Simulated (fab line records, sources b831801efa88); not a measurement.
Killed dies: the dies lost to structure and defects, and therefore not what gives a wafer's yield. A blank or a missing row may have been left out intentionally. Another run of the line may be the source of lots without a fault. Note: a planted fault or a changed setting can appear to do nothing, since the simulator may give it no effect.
Problem report, 8D (eight disciplines) form, completed by code	flow gf180mcu	the parts of the form that need people (team, actions taken, sign-off) are left out

1. WHAT IS WRONG
GF_M4_SPUTTER_02, chamberPressurePa: mean 0.4527 Pa over 1 wafer from 1 lot; wafers with no fault: 0.4000 Pa, standard deviation 0.00073. Relative to the usual mean, that is a shift of +72 standard deviations.
The step: material AlCu, target thk 450 nm, time 23.9 s.
Seen first at day 25 06:27 on pvdSputter-03, wafer L909.3. Wafers with a number at this step in the record: 36, from 12 lots. The rule behind "out" and "out of limits": a value lying over 4 standard deviations away from the usual mean. All remaining wafers that have a number are taken as sound.

2. WHAT IT IS, WHAT IT ISN'T
question	is	is not
which readings at this step	chamberPressurePa	throttleValvePct
which lots	L909	L903, L904, L905, L906, L913, L917, L920, L921, L922, L923, L924
which wafers of those lots	L909.3	L909.2, L909.4
read on which tools	pvdSputter-03	pvdSputter-01, pvdSputter-04
when	from day 25 06:27	up to then (14 sound wafers); but 21 sound wafers of L913, L917, L920, L921, L922, L923, L924 came after

3. SUSPECTS, AND WHAT RULES EACH OUT
Counting: any tool at a process step up to the reading remains a suspect provided it ran every lot that is out. Sound lots after the first of them don't rule it out here, since some wafers of a struck lot are sound.
- plasmaAsher-04 at GF_M3_STRIP_17 (strips in O2/N2): kept. It ran the lot that is out, L909 (day 24 06:50); its last sound lot up to then is L903 (day 21 23:50).
- cmp-01 at GF_V3_CMP_04 (polishes SiO2): kept. It ran the lot that is out, L909 (day 24 07:38); its last sound lot up to then is L905 (day 22 20:01).
- pvdSputter-03 at GF_M4_SPUTTER_02 (material AlCu, target thk 450 nm, time 23.9 s): kept. It ran the lot that is out, L909 (day 25 06:27); its last sound lot up to then is L905 (day 23 20:11). Its own readings are out on those wafers: chamberPressurePa.
- The sound lot-mates ran in chamber 1 of plasmaAsher-04 at GF_M3_STRIP_17, but the wafers that are out ran in chamber 0.
- Within cmp-01 at GF_V3_CMP_04: the wafers that are out ran in chamber 0; their sound lot-mates ran in chambers 1, 3.
Left after counting: plasmaAsher-04 at GF_M3_STRIP_17, cmp-01 at GF_V3_CMP_04, pvdSputter-03 at GF_M4_SPUTTER_02.

4. THE CAUSE (what the simulator had put in)
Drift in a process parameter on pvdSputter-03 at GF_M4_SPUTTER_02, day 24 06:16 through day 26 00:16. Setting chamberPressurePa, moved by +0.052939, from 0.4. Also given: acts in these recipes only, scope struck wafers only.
Of the 3 suspects that counting leaves, this tool is one.

5. THE EFFECT CHAIN, in route order
Each row: a reading whose mean over the struck wafers that have a number lies more than 3 standard deviations from the usual. Only readings whose record carries a usual standard deviation are examined. hours: median over the lots of the time between each lot's start at the first step of this table that gives one and its start at this step. sigmas: the change, counted in usual standard deviations.
hours	step	reading	usual	on struck wafers	change	sigmas
0	GF_M4_SPUTTER_02	chamberPressurePa	0.4000 Pa	0.4527	+0.0527	+72
0	GF_M4_RS_MEAS_05	M4_ALCU_RS	0.0696 ohm/sq	0.0724	+0.0028	+3.6
The process steps in it:
- GF_M4_SPUTTER_02: material AlCu, target thk 450 nm, time 23.9 s.

6. HOW IT WOULD HAVE BEEN CAUGHT EARLIER
First out-of-limits reading in this record: day 25 06:27, which is 24 hours after fault onset at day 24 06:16.
